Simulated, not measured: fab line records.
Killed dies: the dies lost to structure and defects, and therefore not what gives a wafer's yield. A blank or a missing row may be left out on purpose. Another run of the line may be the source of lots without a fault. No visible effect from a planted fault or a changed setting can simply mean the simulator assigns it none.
The same fault as seen by 2 desks || flow gf180mcu || every desk sees just its own numbers, and what lay behind them comes last

== AT THE METROLOGY DESK ==
What the gauges read for every lot (on any tool): the sampled wafers with a number, averaged. If a lot's mean is further than 4 standard deviations from the usual mean, the lot is out of limits and carries the mark OUT (the distance appears in the brackets).
Columns: A = V3_CVD_02_THK at GF_V3_THK_MEAS_03, usual 850 nm; B = V3_W_RS at GF_V3_RS_MEAS_24, usual 0.322 ohm/sq; C = V3_W_THK at GF_V3_THK_MEAS_25, usual 346 nm
{"lot": "L894", "first seen here": "day 21 09:58", "A": 853, "B": 0.325, "C": 339}
{"lot": "L895", "first seen here": "day 21 13:12", "A": 847, "B": 0.327, "C": 339}
{"lot": "L898", "first seen here": "day 22 23:00", "A": 852, "B": 0.318, "C": 347}
{"lot": "L901", "first seen here": "day 24 08:44", "A": 857, "B": 0.316, "C": 350}
{"lot": "L907", "first seen here": "day 25 23:33", "A": 851, "B": 0.318, "C": 348}
{"lot": "L909", "first seen here": "day 26 10:25", "A": 846, "B": "0.447 (+27) OUT", "C": "261 (-17) OUT"}
{"lot": "L910", "first seen here": "day 26 18:07", "A": 850, "B": 0.317, "C": 353}
{"lot": "L913", "first seen here": "day 28 08:32", "A": 839, "B": 0.325, "C": 346}
{"lot": "L915", "first seen here": "day 28 14:05", "A": 859, "B": 0.323, "C": 345}
{"lot": "L916", "first seen here": "day 28 18:13", "A": 847, "B": 0.330, "C": 340}
{"lot": "L917", "first seen here": "day 28 23:10", "A": 855, "B": 0.324, "C": 346}
Finding of this desk: L909 out of limits, first seen on L909 at day 27 08:31 (V3_W_RS at GF_V3_RS_MEAS_24). In limits: L894, L895, L898, L901, L907, L910, L913, L915, L916, L917.

== THE TOOL OWNER'S DESK: cvd_w-02 ==
The tool's own readings at GF_V3_CVD_23 (deposits W, target thk 350 nm, time 104.9 s): means of the sampled wafers that have a number, for each lot that ran on this tool. If a lot's mean is further than 4 standard deviations from the usual mean, the lot is out of limits and carries the mark OUT (the distance appears in the brackets).
Columns: A = heater_power_w at GF_V3_CVD_23, usual 917 W
{"lot": "L894", "first seen here": "day 22 10:23", "A": 814}
{"lot": "L895", "first seen here": "day 22 13:17", "A": 895}
{"lot": "L909", "first seen here": "day 27 08:23", "A": 894}
{"lot": "L916", "first seen here": "day 29 13:49", "A": 836}
Finding of this desk: none of the 4 lots has anything out of limits.

== PUT TOGETHER ==
At day 27 08:31 the metrology desk could have sounded an alarm, on L909.
The tool owner's desk saw nothing out of limits.
On record at the tool owner's desk: L909, within its limits.
On cvd_w-02, each named lot ran GF_V3_CVD_23.

== WHAT THE SIMULATOR HAD PUT IN ==
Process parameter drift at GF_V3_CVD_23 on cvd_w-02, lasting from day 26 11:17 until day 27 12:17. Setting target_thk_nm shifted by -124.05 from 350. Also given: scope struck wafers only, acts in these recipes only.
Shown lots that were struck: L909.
Per desk, hours elapsed from the start of the fault to the first reading out of limits: for the metrology desk, 21.
